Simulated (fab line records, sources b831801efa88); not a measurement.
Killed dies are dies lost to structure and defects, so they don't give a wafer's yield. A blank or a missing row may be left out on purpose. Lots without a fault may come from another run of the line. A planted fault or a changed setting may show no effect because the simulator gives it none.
One fault seen from 2 desks | flow gf180mcu | each desk has only its own numbers; what lay behind them comes last

THE METROLOGY DESK
What the gauges read, lot by lot, whatever tool the lot ran on: means of the sampled wafers that have a number. A lot is out of limits, marked OUT, if its mean lies more than 4 standard deviations from the usual mean; the brackets give that distance.
Columns: A = V4_W_RS at GF_V4_RS_MEAS_24, usual 0.327 ohm/sq; B = V4_W_THK at GF_V4_THK_MEAS_25, usual 352 nm
lot  | first seen here | A               | B
L463 | day 24 21:56    | 0.329           | 351
L464 | day 25 01:14    | 0.339           | 340
L469 | day 26 21:45    | 0.330           | 349
L470 | day 27 00:31    | 0.476 (+30) OUT | 281 (-13) OUT
L471 | day 27 07:23    | 0.331           | 347
L472 | day 27 21:35    | 0.810 (+97) OUT | 144 (-37) OUT
L478 | day 29 13:57    | 0.327           | 355
L481 | day 30 07:31    | 0.329           | 349
L482 | day 30 15:05    | 0.326           | 354
L483 | day 31 02:43    | 0.327           | 350
L485 | day 31 09:13    | 0.326           | 353
This desk's finding: out of limits on L470, L472; first on L470, day 27 00:31 (V4_W_RS at GF_V4_RS_MEAS_24). In limits: L463, L464, L469, L471, L478, L481, L482, L483, L485.

THE TOOL OWNER'S DESK: cvd_w-02
The tool's own readings at GF_V4_CVD_23 (deposits W, target thk 350 nm, time 104.9 s): means of the sampled wafers that have a number, for each lot that ran on this tool. A lot is out of limits, marked OUT, if its mean lies more than 4 standard deviations from the usual mean; the brackets give that distance.
Columns: A = heater_power_w at GF_V4_CVD_23, usual 880 W
lot  | first seen here | A
L469 | day 26 21:37    | 870
L470 | day 27 00:25    | 857
L472 | day 27 21:28    | 883
L481 | day 30 07:23    | 887
L482 | day 30 14:52    | 839
L485 | day 31 09:07    | 858
This desk's finding: nothing out of limits on any of the 6 lots.

PUT TOGETHER
The metrology desk could have raised an alarm at day 27 00:31, on L470, L472.
The tool owner's desk saw nothing out of limits.
The tool owner's desk has L470, L472 on record, within its limits.
Of the lots named, all ran GF_V4_CVD_23 on cvd_w-02.

WHAT THE SIMULATOR HAD PUT IN
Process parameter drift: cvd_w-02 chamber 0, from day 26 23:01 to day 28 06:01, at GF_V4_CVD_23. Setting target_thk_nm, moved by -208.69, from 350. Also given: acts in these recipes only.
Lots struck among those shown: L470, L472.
Hours from the fault's start to each desk's first reading out of limits: the metrology desk, 2.
